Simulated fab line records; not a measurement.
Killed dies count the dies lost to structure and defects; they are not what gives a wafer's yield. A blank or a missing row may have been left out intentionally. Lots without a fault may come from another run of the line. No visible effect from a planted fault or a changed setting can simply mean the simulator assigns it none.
Which tool is to blame? || flow gf180mcu || 15 lots, 45 wafers sampled, at 3 steps of a route of 602

== WHAT THE GAUGES READ, wafer by wafer ==
GF_V4_THK_MEAS_25: measures by xrf. Usual: for V4_W_THK the level is 360 nm and the standard deviation is 5.8.
{"lot": "L562", "measured": "day 24 09:37", "on": "film-metro-04", "V4_W_THK (nm)": "348 349 356", "flag": ""}
{"lot": "L563", "measured": "day 24 18:40", "on": "film-metro-04", "V4_W_THK (nm)": "365 363 365", "flag": ""}
{"lot": "L565", "measured": "day 25 11:59", "on": "film-metro-03", "V4_W_THK (nm)": "370 363 369", "flag": ""}
{"lot": "L568", "measured": "day 26 12:57", "on": "film-metro-03", "V4_W_THK (nm)": "352 361 362", "flag": ""}
{"lot": "L569", "measured": "day 26 23:09", "on": "film-metro-01", "V4_W_THK (nm)": "365 356 359", "flag": ""}
{"lot": "L570", "measured": "day 27 07:00", "on": "film-metro-01", "V4_W_THK (nm)": "356 368 363", "flag": ""}
{"lot": "L571", "measured": "day 27 16:55", "on": "film-metro-01", "V4_W_THK (nm)": "362 350 355", "flag": ""}
{"lot": "L572", "measured": "day 27 17:30", "on": "film-metro-04", "V4_W_THK (nm)": "357 366 367", "flag": ""}
{"lot": "L573", "measured": "day 28 09:21", "on": "film-metro-04", "V4_W_THK (nm)": "356 369 354", "flag": ""}
{"lot": "L575", "measured": "day 28 21:47", "on": "film-metro-01", "V4_W_THK (nm)": "347 350 361", "flag": ""}
{"lot": "L577", "measured": "day 29 10:27", "on": "film-metro-03", "V4_W_THK (nm)": "369 348 361", "flag": ""}
{"lot": "L578", "measured": "day 29 15:53", "on": "film-metro-01", "V4_W_THK (nm)": "362 362 365", "flag": ""}
{"lot": "L581", "measured": "day 30 10:29", "on": "film-metro-01", "V4_W_THK (nm)": "367 363 364", "flag": ""}
{"lot": "L583", "measured": "day 30 22:22", "on": "film-metro-04", "V4_W_THK (nm)": "368 359 367", "flag": ""}
{"lot": "L584", "measured": "day 31 04:47", "on": "film-metro-04", "V4_W_THK (nm)": "357 365 362", "flag": ""}

GF_MIM_THK_MEAS_06. Usual: for MIM_CVD_05_THK the level is 42.3 nm and the standard deviation is 0.58.
{"lot": "L562", "measured": "day 24 10:14", "on": "film-metro-03", "MIM_CVD_05_THK (nm)": "42.5 42.4 42.8", "flag": ""}
{"lot": "L563", "measured": "day 24 19:17", "on": "film-metro-02", "MIM_CVD_05_THK (nm)": "42.0 41.9 42.0", "flag": ""}
{"lot": "L565", "measured": "day 25 12:36", "on": "film-metro-01", "MIM_CVD_05_THK (nm)": "41.8 42.9 42.2", "flag": ""}
{"lot": "L568", "measured": "day 26 13:34", "on": "film-metro-01", "MIM_CVD_05_THK (nm)": "41.7 41.5 42.2", "flag": ""}
{"lot": "L569", "measured": "day 26 23:46", "on": "film-metro-03", "MIM_CVD_05_THK (nm)": "42.3 43.2 42.3", "flag": ""}
{"lot": "L570", "measured": "day 27 07:37", "on": "film-metro-02", "MIM_CVD_05_THK (nm)": "42.6 41.9 43.2", "flag": ""}
{"lot": "L571", "measured": "day 27 17:38", "on": "film-metro-01", "MIM_CVD_05_THK (nm)": "42.1 42.1 42.6", "flag": ""}
{"lot": "L572", "measured": "day 27 18:07", "on": "film-metro-01", "MIM_CVD_05_THK (nm)": "42.5 42.2 43.2", "flag": ""}
{"lot": "L573", "measured": "day 28 09:58", "on": "film-metro-02", "MIM_CVD_05_THK (nm)": "42.2 42.4 43.1", "flag": ""}
{"lot": "L575", "measured": "day 28 22:24", "on": "film-metro-02", "MIM_CVD_05_THK (nm)": "41.3 41.7 42.4", "flag": ""}
{"lot": "L577", "measured": "day 29 11:13", "on": "film-metro-02", "MIM_CVD_05_THK (nm)": "41.9 40.9 41.7", "flag": ""}
{"lot": "L578", "measured": "day 29 16:30", "on": "film-metro-02", "MIM_CVD_05_THK (nm)": "42.2 42.8 43.4", "flag": ""}
{"lot": "L581", "measured": "day 30 11:06", "on": "film-metro-02", "MIM_CVD_05_THK (nm)": "42.1 42.8 42.6", "flag": ""}
{"lot": "L583", "measured": "day 30 22:59", "on": "film-metro-03", "MIM_CVD_05_THK (nm)": "42.0 42.0 43.3", "flag": ""}
{"lot": "L584", "measured": "day 31 05:25", "on": "film-metro-02", "MIM_CVD_05_THK (nm)": "41.0 43.0 42.4", "flag": ""}

== WHAT TOOL EACH LOT RAN ON (gives the tool, then ch and the chambers of the sampled wafers, and finally the start) ==
{"lot": "L562", "GF_MIM_SPUTTER_04": "pvd-sputter-03, day 24 10:10"}
{"lot": "L563", "GF_MIM_SPUTTER_04": "pvd-sputter-01, day 24 19:13"}
{"lot": "L565", "GF_MIM_SPUTTER_04": "pvd-sputter-03, day 25 12:31"}
{"lot": "L568", "GF_MIM_SPUTTER_04": "pvd-sputter-01, day 26 13:29"}
{"lot": "L569", "GF_MIM_SPUTTER_04": "pvd-sputter-01, day 26 23:41"}
{"lot": "L570", "GF_MIM_SPUTTER_04": "pvd-sputter-01, day 27 07:32"}
{"lot": "L571", "GF_MIM_SPUTTER_04": "pvd-sputter-03, day 27 17:34"}
{"lot": "L572", "GF_MIM_SPUTTER_04": "pvd-sputter-01, day 27 18:02"}
{"lot": "L573", "GF_MIM_SPUTTER_04": "pvd-sputter-01, day 28 09:54"}
{"lot": "L575", "GF_MIM_SPUTTER_04": "pvd-sputter-01, day 28 22:19"}
{"lot": "L577", "GF_MIM_SPUTTER_04": "pvd-sputter-01, day 29 11:08"}
{"lot": "L578", "GF_MIM_SPUTTER_04": "pvd-sputter-04, day 29 16:26"}
{"lot": "L581", "GF_MIM_SPUTTER_04": "pvd-sputter-01, day 30 11:01"}
{"lot": "L583", "GF_MIM_SPUTTER_04": "pvd-sputter-01, day 30 22:55"}
{"lot": "L584", "GF_MIM_SPUTTER_04": "pvd-sputter-03, day 31 05:19"}
- GF_MIM_SPUTTER_04: material TiN, target thk 50 nm, time 41.7 s.

== WHAT THE TOOLS THEMSELVES READ (means of the sampled wafers that have a number; where no wafer has one, the mark that the record gives instead) ==
GF_MIM_SPUTTER_04. Usual: chamber-pressure-pa 0.4000 Pa, standard deviation 0.00089; throttle-valve-pct 30.2 %, standard deviation 0.77.
{"lot": "L562", "tool": "pvd-sputter-03", "chamber-pressure-pa (Pa)": 0.4001, "throttle-valve-pct (%)": 29.8, "flag": ""}
{"lot": "L563", "tool": "pvd-sputter-01", "chamber-pressure-pa (Pa)": 0.4001, "throttle-valve-pct (%)": 30.5, "flag": ""}
{"lot": "L565", "tool": "pvd-sputter-03", "chamber-pressure-pa (Pa)": 0.4001, "throttle-valve-pct (%)": 29.6, "flag": ""}
{"lot": "L568", "tool": "pvd-sputter-01", "chamber-pressure-pa (Pa)": 0.3995, "throttle-valve-pct (%)": 30.5, "flag": ""}
{"lot": "L569", "tool": "pvd-sputter-01", "chamber-pressure-pa (Pa)": 0.4011, "throttle-valve-pct (%)": 29.9, "flag": ""}
{"lot": "L570", "tool": "pvd-sputter-01", "chamber-pressure-pa (Pa)": 0.3996, "throttle-valve-pct (%)": 30.3, "flag": ""}
{"lot": "L571", "tool": "pvd-sputter-03", "chamber-pressure-pa (Pa)": 0.3998, "throttle-valve-pct (%)": 29.7, "flag": ""}
{"lot": "L572", "tool": "pvd-sputter-01", "chamber-pressure-pa (Pa)": 0.4004, "throttle-valve-pct (%)": 30.9, "flag": ""}
{"lot": "L573", "tool": "pvd-sputter-01", "chamber-pressure-pa (Pa)": 0.3995, "throttle-valve-pct (%)": 30.2, "flag": ""}
{"lot": "L575", "tool": "pvd-sputter-01", "chamber-pressure-pa (Pa)": 0.4004, "throttle-valve-pct (%)": 30.3, "flag": ""}
{"lot": "L577", "tool": "pvd-sputter-01", "chamber-pressure-pa (Pa)": 0.3996, "throttle-valve-pct (%)": 30.6, "flag": ""}
{"lot": "L578", "tool": "pvd-sputter-04", "chamber-pressure-pa (Pa)": 0.3998, "throttle-valve-pct (%)": 30.4, "flag": ""}
{"lot": "L581", "tool": "pvd-sputter-01", "chamber-pressure-pa (Pa)": 0.4006, "throttle-valve-pct (%)": 30.4, "flag": ""}
{"lot": "L583", "tool": "pvd-sputter-01", "chamber-pressure-pa (Pa)": 0.4000, "throttle-valve-pct (%)": 31.0, "flag": ""}
{"lot": "L584", "tool": "pvd-sputter-03", "chamber-pressure-pa (Pa)": 0.3998, "throttle-valve-pct (%)": 30.4, "flag": ""}

== THE ANSWER, worked out from the rows above alone ==
Rule: take the mean of a lot's wafers that have a number; if it is more than 3 standard deviations from the usual mean, the lot is off. Also off: a lot with no number at a reading for which 4 or more lots have one. All remaining lots with rows at the step are treated as sound. Order of review: gauges by route order, followed by the tools' own readings, for which a lot's mean as printed above is used. The first step at which some lot is off is used, and at that step the reading that is off furthest; a lot without a number counts as furthest.
Across all readings shown, no lot is off: no conclusion can be drawn from this.

== WHAT THE SIMULATOR PUT IN ==
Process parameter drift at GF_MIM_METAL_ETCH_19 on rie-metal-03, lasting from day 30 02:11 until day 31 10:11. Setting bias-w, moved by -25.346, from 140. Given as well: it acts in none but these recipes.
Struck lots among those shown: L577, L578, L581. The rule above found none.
